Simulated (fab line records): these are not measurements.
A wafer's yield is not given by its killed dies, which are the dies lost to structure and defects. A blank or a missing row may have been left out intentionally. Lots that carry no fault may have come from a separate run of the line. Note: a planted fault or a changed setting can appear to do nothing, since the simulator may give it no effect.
fab line records / flow sky130
record: lots: 4 wafers: 12 lastDay: 47
route steps=708 shown METAL4@627 VIA4@639 METAL5@661 PAD_OPEN@708
lots with no fault: from the same line, run without faults
startH: start of the lot's first displayed wafer, in hours after the record's first day / waitH: hours from the lot's prior step to this one / " unchanged from the row above / L1.1+2: a single row standing in for several wafers / - no value, or no start given / * or withheld: withheld / < > ~ a bound
route shown NAME@n: NAME is a module with steps in the file, n the number in the route of the first one / usual: mean/standard deviation of fault-free wafers / same: alike in all rows / chamber/n: place in a boat / sites: each site's reading / _std_site: the standard deviation of these / _edge_site: mean of outer sites minus mean of inner sites / radiusMm: how far each site lies from the wafer's centre / mask NAME#n: copy n / behind: the last tool/chamber to shape the wafer / hold: why the lot went on hold/how many hours it stayed there/how the hold came to an end / device: names the non-switching transistor (n, p or np) / end of line: the same wafers' tests at the end of the route / where a step has no rows: the recipe by itself / killed: dies that structure and defects cost at the first sort, which is not the same as the wafer's yield / map: the dies of a wafer, with x for killed, . for not killed, _ for no die there
set.NAME: the run value of the setting; set.NAME@STEP: its run value at that earlier step / model.NAME: the simulator's own value behind a step, which no gauge read
lots at selected steps of the route; one table per step, one row per wafer
services: the hour from which a tool's chamber was out of use, counted from the record's first day as startH (under 0 if before that day), plus the number of hours and why
== steps ==
step: SKY_METAL4_PEB_11
recipe: pebTempC: withheld pebTimeS: withheld resist: KrF-thick
step: SKY_METAL4_DEVELOP_12
recipe: developTimeS: 60 resist: KrF-thick devTempC: 21
step: SKY_METAL4_DESCUM_15
recipe: chemistry: O2 sourcePowerW: 150 biasPowerW: 0 pressureMtorr: 10 tempC: 40 timeS: 8
step: SKY_METAL4_ETCH_16
recipe: chemistry: N2/H2 target: BARC ionEnergyEv: 200 biasW: 100 pressureMtorr: 30 n2FlowSccm: 100 h2FlowSccm: 200 icpW: 500 stopOn: SiO2 timeS: 88.2 targetDepthA: 600
step: SKY_METAL4_ETCH_17
recipe: target: SiO2 stopOn: TiN chemistry: C4F8/O2/Ar sourceW: 1500 biasW: 1200 pressureMtorr: 40 c4f8FlowSccm: withheld O2_flow_sccm: 6 Ar_flow_sccm: 300 timeS: 3.9 targetDepthA: 150
step: SKY_METAL4_METAL_ETCH_18
recipe: targetDepthA: 8450 stopOn: SiO2 overEtchFrac: 0.3 timeS: 183.1 chemistry: Cl2/BCl3 resistSidewallDeg: 88 pressureMtorr: 10 icpW: 900 biasW: 48.5 Cl2_flow_sccm: 60 bcl3FlowSccm: 30
step: SKY_METAL4_STRIP_19
recipe: chemistry: O2/N2 powerW: 1400 pressureMtorr: 1500 platenTempC: withheld o2FlowSccm: 3000 n2FlowSccm: 300 overashFraction: 0.5
step: SKY_METAL4_STRIP_20
recipe: chemistry: postEtchResidueRemover timeS: 1200 tempC: 72.5
step: SKY_METAL4_CLEAN_21
recipe: chemistry: IPA timeS: 180 tempC: 25
step: SKY_METAL4_CLEAN_22
recipe: chemistry: O3/DIW dry: n2Spin
step: SKY_VIA4_HDPCVD_00
recipe: material: SiO2 targetThkNm: 1750 sigmaOpenFrac: 0.3 timeS: 291.7 tempC: 400 sih4FlowSccm: 60 pressureMtorr: 6
usual: susceptorTempC: 400.02/0.2
lot.wafer=L208.1 tool=hdpcvd-01 chamber=2 startH=975.21 waitH=0.0 susceptorTempC=399.94
lot.wafer=L208.4 tool=hdpcvd-01 chamber=1 startH=975.21 waitH=0.0 susceptorTempC=399.71
lot.wafer=L208.5 tool=hdpcvd-01 chamber=2 startH=975.21 waitH=0.0 susceptorTempC=400.12
lot.wafer=L211.3 tool=hdpcvd-02 chamber=2 startH=1003.56 waitH=0.0 susceptorTempC=399.82
lot.wafer=L211.4 tool=hdpcvd-02 chamber=1 startH=1003.56 waitH=0.0 susceptorTempC=400.04
lot.wafer=L211.5 tool=hdpcvd-02 chamber=0 startH=1003.56 waitH=0.0 susceptorTempC=400.26
lot.wafer=L215.2 tool=hdpcvd-02 chamber=1 startH=1030.76 waitH=0.0 susceptorTempC=400.00
lot.wafer=L215.3 tool=hdpcvd-02 chamber=0 startH=1030.76 waitH=0.0 susceptorTempC=399.86
lot.wafer=L215.5 tool=hdpcvd-02 chamber=0 startH=1030.76 waitH=0.0 susceptorTempC=400.05
lot.wafer=L216.1 tool=hdpcvd-02 chamber=1 startH=1036.31 waitH=0.0 susceptorTempC=399.95
lot.wafer=L216.5 tool=hdpcvd-02 chamber=0 startH=1036.31 waitH=0.0 susceptorTempC=400.16
lot.wafer=L216.6 tool=hdpcvd-02 chamber=2 startH=1036.31 waitH=0.0 susceptorTempC=400.06
step: SKY_VIA4_CMP_02
recipe: material: SiO2 downForcePsi: 4 platenRpm: 60 padVelocityMS: 0.94248
step: SKY_VIA4_DEHYDRATE_04
recipe: tempC: 200 timeS: 60
step: SKY_VIA4_HMDS_05
recipe: primeTimeS: 60 primeTempC: 120
step: SKY_VIA4_COAT_06
recipe: resist: NOVOLAK spinRpm: 3000 resistThkNm: 1140
step: SKY_VIA4_SOFTBAKE_07
recipe: tempC: 90 timeS: 60 resist: NOVOLAK
step: SKY_VIA4_EXPOSE_08
recipe: maskId: VIM4 na: 0.6 sourceShape: conventional sigmaOuter: 0.6 polarization: unpolarized targetCdNm: 800 doseMj: 132
step: SKY_VIA4_PEB_09
recipe: tempC: withheld timeS: * resist: NOVOLAK
step: SKY_VIA4_DEVELOP_10
recipe: resist: NOVOLAK developer: TMAH developTimeS: 60 devTempC: 23
step: SKY_VIA4_ETCH_12
recipe: target: SiO2 chemistry: C4F8/O2/Ar stopOn: TiN maskMaterial: NOVOLAK sourceW: 1500 biasW: 1200 pressureMtorr: 40 c4f8FlowSccm: withheld O2_flow_sccm: 6 Ar_flow_sccm: 300 timeS: withheld targetDepthA: 5800
step: SKY_VIA4_STRIP_13
recipe: chemistry: O2/N2 powerW: 1400 pressureMtorr: 1500 platenTempC: withheld o2FlowSccm: 3000 n2FlowSccm: 300 overashFraction: 0.5
step: SKY_VIA4_STRIP_14
recipe: chemistry: postEtchResidueRemover timeS: 1200 tempC: 72.5
step: SKY_VIA4_CLEAN_15
recipe: chemistry: IPA timeS: 180 tempC: 25
step: SKY_VIA4_CLEAN_16
recipe: chemistry: O3/DIW dry: n2Spin
step: SKY_VIA4_SPUTTER_17
recipe: material: TiN targetThkNm: 20 chamberPressurePa: 5 powerW: 4000 timeS: 80
step: SKY_VIA4_CVD_18
recipe: material: W targetThkNm: 505 timeS: 152.14 tempC: 400 pressureTorr: 40
step: SKY_VIA4_CMP_21
recipe: stopOn: SiO2 tOverpolishS: 25 downForcePsi: 3.5 platenRpm: 60 targetThkNm: 0 padVelocityMS: 0.94248
step: SKY_METAL5_SPUTTER_00
recipe: material: Ti targetThkNm: 15 powerW: 3000 timeS: 10 chamberPressurePa: 0.4
step: SKY_METAL5_SPUTTER_01
recipe: material: TiN targetThkNm: 20 powerW: 6500 timeS: 16.7 chamberPressurePa: 0.4
step: SKY_METAL5_SPUTTER_02
recipe: material: AlCu targetThkNm: 1150 powerW: 10600 timeS: 61.2 chamberPressurePa: 0.4
step: SKY_METAL5_SPUTTER_03
recipe: material: Ti targetThkNm: 5 powerW: 3000 timeS: 3.3 chamberPressurePa: 0.4
step: SKY_METAL5_SPUTTER_04
recipe: material: TiN targetThkNm: 70 powerW: 6500 timeS: 58.3 chamberPressurePa: 0.4
step: SKY_METAL5_DEHYDRATE_07
recipe: tempC: 200 timeS: 60
step: SKY_PAD_OPEN_PROBE_99
usual: defectLimitedYield: 82.5/1.9 killed_at_M0_to_M3: 44/7.3 killed_at_M4_up: 3.2/1.8 killedAtContacts: 24/5.4 killedAtFrontEnd: 16/4.4 killedAtOther: 0.3/0.48 killedDies: 86/9.5 killedOpen: 47/7.7 killedShort: 39/6.4 sort_bin_3_pad_short: 0.9/0.41 sort_bin_5_function: 10.4/1.5 sort_bin_6_memory: 6.2/1.1 sortNPass: 406/9.5 sortYieldPct: 82.5/1.9
same: grossDies: 492 killedAtBackSide: 0 sort_bin_4_leakage[%]: 0 sort_bin_8_speed[%]: 0
lot.wafer=L208.1 tool=prober-02 chamber=- startH=1070.23 waitH=0.1 defectLimitedYield[%]=82.9 killed_at_M0_to_M3=43 killed_at_M4_up=2 killedAtContacts=30 killedAtFrontEnd=9 killedAtOther=0 killedDies=84 killedOpen=52 killedShort=32 sort_bin_3_pad_short[%]=0.4 sort_bin_5_function[%]=10.0 sort_bin_6_memory[%]=6.7 sortNPass=408 sortYieldPct[%]=82.9 model.etest.tester.sortNPass=408 model.etest.tester.sortYieldPct=82.93 model.etest.tester.sort_bin_5_pct=9.959 model.etest.tester.sort_bin_3_pct=0.4065
lot.wafer=L208.4 tool=prober-02 chamber=- startH=1070.38 waitH=0.2 defectLimitedYield[%]=85.6 killed_at_M0_to_M3=33 killed_at_M4_up=5 killedAtContacts=22 killedAtFrontEnd=11 killedAtOther=0 killedDies=71 killedOpen=44 killedShort=27 sort_bin_3_pad_short[%]=0.8 sort_bin_5_function[%]=8.7 sort_bin_6_memory[%]=4.9 sortNPass=421 sortYieldPct[%]=85.6 model.etest.tester.sortNPass=421 model.etest.tester.sortYieldPct=85.57 model.etest.tester.sort_bin_5_pct=8.74 model.etest.tester.sort_bin_3_pct=0.813
lot.wafer=L208.5 tool=prober-02 chamber=- startH=1070.43 waitH=0.2 defectLimitedYield[%]=84.3 killed_at_M0_to_M3=40 killed_at_M4_up=2 killedAtContacts=23 killedAtFrontEnd=12 killedAtOther=0 killedDies=77 killedOpen=41 killedShort=36 sort_bin_3_pad_short[%]=0.8 sort_bin_5_function[%]=9.3 sort_bin_6_memory[%]=5.5 sortNPass=415 sortYieldPct[%]=84.3 model.etest.tester.sortNPass=415 model.etest.tester.sortYieldPct=84.35 model.etest.tester.sort_bin_5_pct=9.35 model.etest.tester.sort_bin_3_pct=0.813
lot.wafer=L215.2 tool=prober-02 chamber=- startH=1119.36 waitH=0.1 defectLimitedYield[%]=78.3 killed_at_M0_to_M3=41 killed_at_M4_up=31 killedAtContacts=24 killedAtFrontEnd=11 killedAtOther=0 killedDies=107 killedOpen=37 killedShort=42 sort_bin_3_pad_short[%]=2.8 sort_bin_5_function[%]=13.6 sort_bin_6_memory[%]=5.3 sortNPass=385 sortYieldPct[%]=78.3 model.etest.tester.sortNPass=385 model.etest.tester.sortYieldPct=78.25 model.etest.tester.sort_bin_5_pct=13.62 model.etest.tester.sort_bin_3_pct=2.846
lot.wafer=L215.3 tool=prober-02 chamber=- startH=1119.41 waitH=0.2 defectLimitedYield[%]=77.8 killed_at_M0_to_M3=42 killed_at_M4_up=26 killedAtContacts=29 killedAtFrontEnd=12 killedAtOther=0 killedDies=109 killedOpen=40 killedShort=48 sort_bin_3_pad_short[%]=2.2 sort_bin_5_function[%]=13.8 sort_bin_6_memory[%]=6.1 sortNPass=383 sortYieldPct[%]=77.8 model.etest.tester.sortNPass=383 model.etest.tester.sortYieldPct=77.85 model.etest.tester.sort_bin_5_pct=13.82 model.etest.tester.sort_bin_3_pct=2.236
lot.wafer=L215.5 tool=prober-02 chamber=- startH=1119.51 waitH=0.2 defectLimitedYield[%]=77.4 killed_at_M0_to_M3=39 killed_at_M4_up=27 killedAtContacts=24 killedAtFrontEnd=21 killedAtOther=0 killedDies=111 killedOpen=47 killedShort=43 sort_bin_3_pad_short[%]=2.2 sort_bin_5_function[%]=12.8 sort_bin_6_memory[%]=7.5 sortNPass=381 sortYieldPct[%]=77.4 model.etest.tester.sortNPass=381 model.etest.tester.sortYieldPct=77.44 model.etest.tester.sort_bin_5_pct=12.8 model.etest.tester.sort_bin_3_pct=2.236
lot.wafer=L216.1 tool=prober-01 chamber=- startH=1124.09 waitH=0.1 defectLimitedYield[%]=78.5 killed_at_M0_to_M3=41 killed_at_M4_up=28 killedAtContacts=23 killedAtFrontEnd=14 killedAtOther=0 killedDies=106 killedOpen=45 killedShort=34 sort_bin_3_pad_short[%]=2.2 sort_bin_5_function[%]=13.4 sort_bin_6_memory[%]=5.9 sortNPass=386 sortYieldPct[%]=78.5 model.etest.tester.sortNPass=386 model.etest.tester.sortYieldPct=78.46 model.etest.tester.sort_bin_5_pct=13.41 model.etest.tester.sort_bin_3_pct=2.236
lot.wafer=L216.5 tool=prober-01 chamber=- startH=1124.29 waitH=0.2 defectLimitedYield[%]=75.8 killed_at_M0_to_M3=50 killed_at_M4_up=29 killedAtContacts=31 killedAtFrontEnd=9 killedAtOther=0 killedDies=119 killedOpen=54 killedShort=41 sort_bin_3_pad_short[%]=1.4 sort_bin_5_function[%]=16.9 sort_bin_6_memory[%]=5.9 sortNPass=373 sortYieldPct[%]=75.8 model.etest.tester.sortNPass=373 model.etest.tester.sortYieldPct=75.81 model.etest.tester.sort_bin_5_pct=16.87 model.etest.tester.sort_bin_3_pct=1.423
lot.wafer=L216.6 tool=prober-01 chamber=- startH=1124.34 waitH=0.2 defectLimitedYield[%]=75.2 killed_at_M0_to_M3=57 killed_at_M4_up=28 killedAtContacts=23 killedAtFrontEnd=14 killedAtOther=0 killedDies=122 killedOpen=52 killedShort=43 sort_bin_3_pad_short[%]=2.6 sort_bin_5_function[%]=16.7 sort_bin_6_memory[%]=5.5 sortNPass=370 sortYieldPct[%]=75.2 model.etest.tester.sortNPass=370 model.etest.tester.sortYieldPct=75.2 model.etest.tester.sort_bin_5_pct=16.67 model.etest.tester.sort_bin_3_pct=2.642
killed by level:class
L208.1 LI_CONTACT:geometricParticle:open=11 CONTACT:geometricParticle:open=11 VIA1:geometricParticle:open=11 VIA3:geometricParticle:open=8 METAL1:geometricParticle:short=6 METAL2:geometricParticle:short=6 VIA2:geometricParticle:short=4 FIELD_ISO:geometricParticle:open=3
L208.4 CONTACT:geometricParticle:open=9 VIA1:geometricParticle:open=9 LI_CONTACT:geometricParticle:open=6 POLY_GATE:geometricParticle:open=5 METAL1:geometricParticle:short=5 VIA3:geometricParticle:open=5 LOCAL_INTERCONNECT:geometricParticle:short=4 VIA2:geometricParticle:short=3
L208.5 VIA1:geometricParticle:open=12 VIA2:geometricParticle:open=8 LI_CONTACT:geometricParticle:open=7 LOCAL_INTERCONNECT:geometricParticle:short=6 CONTACT:geometricParticle:open=5 METAL1:geometricParticle:short=5 VIA1:geometricParticle:short=5 FIELD_ISO:geometricParticle:short=4
L215.2 VIA4:unspecified=28 VIA1:geometricParticle:open=9 VIA2:geometricParticle:open=7 METAL1:geometricParticle:short=6 VIA2:geometricParticle:short=6 LI_CONTACT:geometricParticle:open=5 CONTACT:geometricParticle:short=5 CONTACT:geometricParticle:open=5
L215.3 VIA4:unspecified=21 CONTACT:geometricParticle:short=10 METAL1:geometricParticle:short=9 CONTACT:geometricParticle:open=8 VIA1:geometricParticle:open=7 POLY_GATE:geometricParticle:open=6 LOCAL_INTERCONNECT:geometricParticle:short=6 METAL2:geometricParticle:short=6
L215.5 VIA4:unspecified=21 CONTACT:geometricParticle:open=11 VIA2:geometricParticle:open=7 VIA1:geometricParticle:open=6 METAL2:geometricParticle:short=6 VIA3:geometricParticle:open=6 FIELD_ISO:geometricParticle:short=5 LI_CONTACT:geometricParticle:open=5
L216.1 VIA4:unspecified=27 VIA3:geometricParticle:open=9 CONTACT:geometricParticle:open=8 VIA1:geometricParticle:open=6 FIELD_ISO:geometricParticle:open=5 VIA3:geometricParticle:short=5 FIELD_ISO:geometricParticle:short=4 LI_CONTACT:geometricParticle:open=4
L216.5 VIA4:unspecified=24 CONTACT:geometricParticle:open=11 VIA1:geometricParticle:open=10 VIA2:geometricParticle:open=9 LI_CONTACT:geometricParticle:open=6 CONTACT:geometricParticle:short=6 VIA3:geometricParticle:open=6 LOCAL_INTERCONNECT:geometricParticle:short=5
L216.6 VIA4:unspecified=27 VIA1:geometricParticle:short=12 VIA1:geometricParticle:open=11 VIA3:geometricParticle:open=8 LI_CONTACT:geometricParticle:open=8 METAL1:geometricParticle:short=7 CONTACT:geometricParticle:open=6 VIA2:geometricParticle:open=6
map L215.5 (x killed, . not)
__________..x.xx...._________
________......xx......_______
______.......x.....x.x.._____
_____.........xx...x....x____
____............x.....xxxx___
___..x......x.......x.xxxxx__
__...x..x....x.x........xxxx_
_x..x..xx......x.x..xxx..xxxx
_..x.......x...x.xx.....xxxx.
_x.....x....x.............x.x
_...x.......................x
_..xxx.x.x...xx.xx.xxx....x..
_............................
_.x..x..........xx..x..x...x.
_...........x................
__........x.x...x...x...xx.._
___..x..x.......x..........__
____......x..xx..x..x...xx___
_____.........x.xx.....xx____
______.........x..x...x._____
________x.x.x.x......._______
__________.........._________
map L216.6 (x killed, . not)
__________.....x..x._________
________xxx.x......xx._______
______xxxxxx............_____
_____xxxxx.x.............____
____xxxxxx..x....xxx....x.___
___xxxxxxx.....x.....x..x..__
__..xx...............x..x..._
_....x......x....x.x....x....
_x............xx....x..x..xx.
_...x...x....................
_x...........x.x.............
_.....x...x..x.......x....xx.
_.x...x..x.x....x..x..x..x...
_....x.......x.........x..x.x
_x........x..xx.x.....x..x..x
__...x....x.........x.x.x..._
___...xx.........x.x.x.x..x__
____.x..........x..x...x.x___
_____....x...x...x...xxx.____
______......xx.x.x....x._____
________..x..x.x......_______
__________.....x..x._________
== services ==
tool=hdpcvd-02 chamber=0 startH=965.25 hours=- kind=clean
tool=hdpcvd-02 chamber=1 startH=965.25 hours=- kind=clean
tool=hdpcvd-02 chamber=2 startH=965.25 hours=- kind=clean
tool=hdpcvd-02 chamber=- startH=975.17 hours=5.5 kind=pm
tool=hdpcvd-02 chamber=- startH=1026.53 hours=0.8 kind=repair
== key ==
firstSign: step: SKY_PAD_OPEN_PROBE_99 reading: killed_at_M4_up direction: up sigmas: 14 usual: 3.2 struck: 28.2
effect: step: SKY_PAD_OPEN_PROBE_99 reading: sort_bin_3_pad_short direction: up sigmas: 3.4 usual: 0.9 struck: 2.3 wafersMoved: 5
modelEffect: step: SKY_PAD_OPEN_PROBE_99 value: etest.tester.sortNPass without: 401.2 struck: 379.7
metAt SKY_VIA4_HDPCVD_00
struckWafers L215.2,L215.3,L215.5,L216.1,L216.5,L216.6
onsetBetween 1003.56 1030.76
alsoFits time
fault: kind: chamberParticleSource tool: hdpcvd-02 chamber: - onsetH: 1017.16 steps: SKY_VIA4_HDPCVD_00 ratePerVisitCm2: 0.76067 endH: 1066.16
